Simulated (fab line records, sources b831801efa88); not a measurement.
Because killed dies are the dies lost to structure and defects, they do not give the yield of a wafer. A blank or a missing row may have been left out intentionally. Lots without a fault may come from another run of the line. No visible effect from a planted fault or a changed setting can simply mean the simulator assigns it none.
A struck lot beside a sound one || flow sky130 || 14 steps out of a route of 708
Sound: wafers L904.3, L904.5, L904.6. Wafers L906.3, L906.5, L906.6 were the ones struck. The cause comes at the end.
Order at every step that has rows: each side's tool, ch and its chambers, its first start. Under that, the readings that differ: sound wafers || struck wafers || difference of the means || sigmas: that difference in standard deviations of wafers without a fault.
alike: readings whose means differ by less than 2 such deviations, and words and numbers that are the same on both sides. not compared: withheld readings, readings that some wafer has no value for, bounds like >300 that may hide the same value, and numbers for which the record gives no deviation and whose values overlap.
The two part at a step that has a row with sigmas, a row that says differs or no value, or rows on one side only. Numbers that have no deviation but don't overlap get no sigmas and don't part them. Lack of a reading on every wafer of one side parts them only where that side has two or more wafers.

SKY_POLY_GATE_THK_MEAS_01:
  sound on filmMetro-01, day 20 11:29; struck on filmMetro-03, day 21 06:00
  alike: POLY_GATE_CVD_00_THK
then, 8 steps without rows for these wafers: SKY_RES_PROTECT_DEHYDRATE_00 (time 60 s); SKY_RES_PROTECT_HMDS_01 (prime time 60 s); SKY_RES_PROTECT_COAT_02 (resist thk 1140 nm); SKY_RES_PROTECT_SOFTBAKE_03 (time 60 s); SKY_RES_PROTECT_EXPOSE_04 (exposes mask RPM, target cd 1270 nm); SKY_RES_PROTECT_PEB_05; SKY_RES_PROTECT_DEVELOP_06 (develop time 60 s); SKY_POLY_GATE_IMPLANT_02.
SKY_RES_PROTECT_STRIP_07: strips in O2/N2.
  sound on plasmaAsher-02 ch 0,1, day 21 18:23; struck on plasmaAsher-02 ch 0,1, day 22 13:17
  alike: drypumpMotorCurrentA, oesProductAu, stripTimeToEndpointS
  not compared: rfHoursCounterH
SKY_RES_PROTECT_TW_MEAS_08:
  sound on filmMetro-01, day 21 18:28; struck on filmMetro-01, day 22 13:22
  alike: POLY_GATE_TW
then, 1 step without rows for these wafers: SKY_RES_PROTECT_CLEAN_09 (cleans in SC1/SC2, time 150 s).
SKY_POLY_GATE_CVD_03: deposits Si3N4 from DCS/NH3, target thk 75 nm, time 1290 s.
  sound on lpcvd-02 ch 1, day 21 18:35; struck on lpcvd-02 ch 0, day 22 13:28
  no value came back on the struck wafers for pressureMtorr (mTorr), spikeTcBottomC (C), susceptorTempC (C); on the sound wafers pressureMtorr (mTorr) reads 250.1 250.3 250.2
following that, these wafers have no rows for 1 step: SKY_PAD_OPEN_PROBE_99.

== WHERE THEY PART ==
SKY_POLY_GATE_CVD_03 only, going by this record.

WHY: what the simulator had put in
At SKY_POLY_GATE_CVD_03, the step was skipped entirely on lpcvd-02 from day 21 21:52 on. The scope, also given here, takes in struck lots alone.
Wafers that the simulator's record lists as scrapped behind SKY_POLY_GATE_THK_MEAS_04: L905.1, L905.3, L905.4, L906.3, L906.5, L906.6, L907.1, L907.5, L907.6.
